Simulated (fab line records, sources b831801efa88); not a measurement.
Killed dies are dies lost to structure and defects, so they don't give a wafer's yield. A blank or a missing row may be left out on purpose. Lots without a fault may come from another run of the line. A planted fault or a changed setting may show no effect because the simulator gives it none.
Problem report in the 8D (eight disciplines) form, filled by code | flow sky130 | the parts of the form that need people (team, actions taken, sign-off) are left out

1. THE PROBLEM
cd_nm at SKY_SD_N_CD_MEAS_07 reads a mean of 426.9 nm on 9 wafers of 3 lots; wafers without a fault read 380.8 nm with a standard deviation of 2. That is +23 standard deviations from the usual mean.
The step: target cd 380 nm.
First seen on wafer L685.2, day 29 09:16, on cd_sem-01. The record holds 33 wafers of 11 lots with a number at this step. Rule for "out", or "out of limits": more than 4 standard deviations from the usual mean. The other wafers with a number count as sound.

2. WHAT IT IS AND WHAT IT IS NOT
question                    | is                     | is not
which readings at this step | cd_nm                  | -
which lots                  | L685, L686, L689       | L683, L684, L687, L688, L696, L700, L702, L703
which wafers of those lots  | all that have a number | -
read on which gauges        | cd_sem-01, cd_sem-02   | -
when                        | from day 29 09:16      | up to then (6 sound wafers); but 18 sound wafers of L687, L688, L696, L700, L702, L703 came after

3. SUSPECTS, AND WHAT RULES EACH OUT
Counting: a tool at a process step up to the reading stays a suspect if it ran every lot that is out and no sound lot after the first of them.
- the gauge at SKY_SD_N_CD_MEAS_07: ruled out. The wafers that are out were read on 2 gauges (cd_sem-01, cd_sem-02).
- litho_track-03 at SKY_SD_N_COAT_02 (resist thk 1140 nm): ruled out as a lasting fault. Sound lots L696, L700, L702, L703 ran on it after its first lot that is out, L685 (day 28 18:16).
Left after counting: nothing in the record.

4. THE CAUSE (what the simulator had put in)
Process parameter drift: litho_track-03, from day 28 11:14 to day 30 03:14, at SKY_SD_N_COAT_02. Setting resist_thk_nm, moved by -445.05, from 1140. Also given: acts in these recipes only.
Counting ruled it out, wrongly: the rule takes a fault to strike every lot that its tool runs from its start on, and this one did not.

5. THE CHAIN OF EFFECTS, in route order
Each row: a reading whose mean over the struck wafers that have a number lies more than 3 standard deviations from the usual. Only readings for which the record gives a usual standard deviation are gone through. hours: the time from each lot's start at the first step in this table that gives one to its start at this step, as a median over the lots. sigmas: the change in usual standard deviations.
hours | step                | reading                  | usual      | on struck wafers | change | sigmas
0     | SKY_SD_N_CD_MEAS_07 | cd_nm                    | 380.8 nm   | 426.9            | +46.1  | +23
0     | SKY_SD_N_STRIP_11   | oes_product_au           | 0.528 a.u. | 0.470            | -0.058 | -12
0     | SKY_SD_N_STRIP_11   | strip_time_to_endpoint_s | 22.57 s    | 17.48            | -5.09  | -99 or more
The process steps in it:
- SKY_SD_N_STRIP_11: strips in O2/N2.
Later measuring or inspecting steps at which every struck wafer that the step has a row for has a number for every such reading, and none has moved that far: SKY_VIA2_THK_MEAS_01.

6. WHAT WOULD HAVE CAUGHT IT SOONER
In this record the first reading out of limits at a measuring or inspecting step was taken at day 29 09:16, 22 hours after the fault began at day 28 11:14.
Of the tool readings at SKY_SD_N_COAT_02 for which the record gives a usual standard deviation, none was out on any struck wafer, so an alarm limit of 4 standard deviations on them would not have fired.
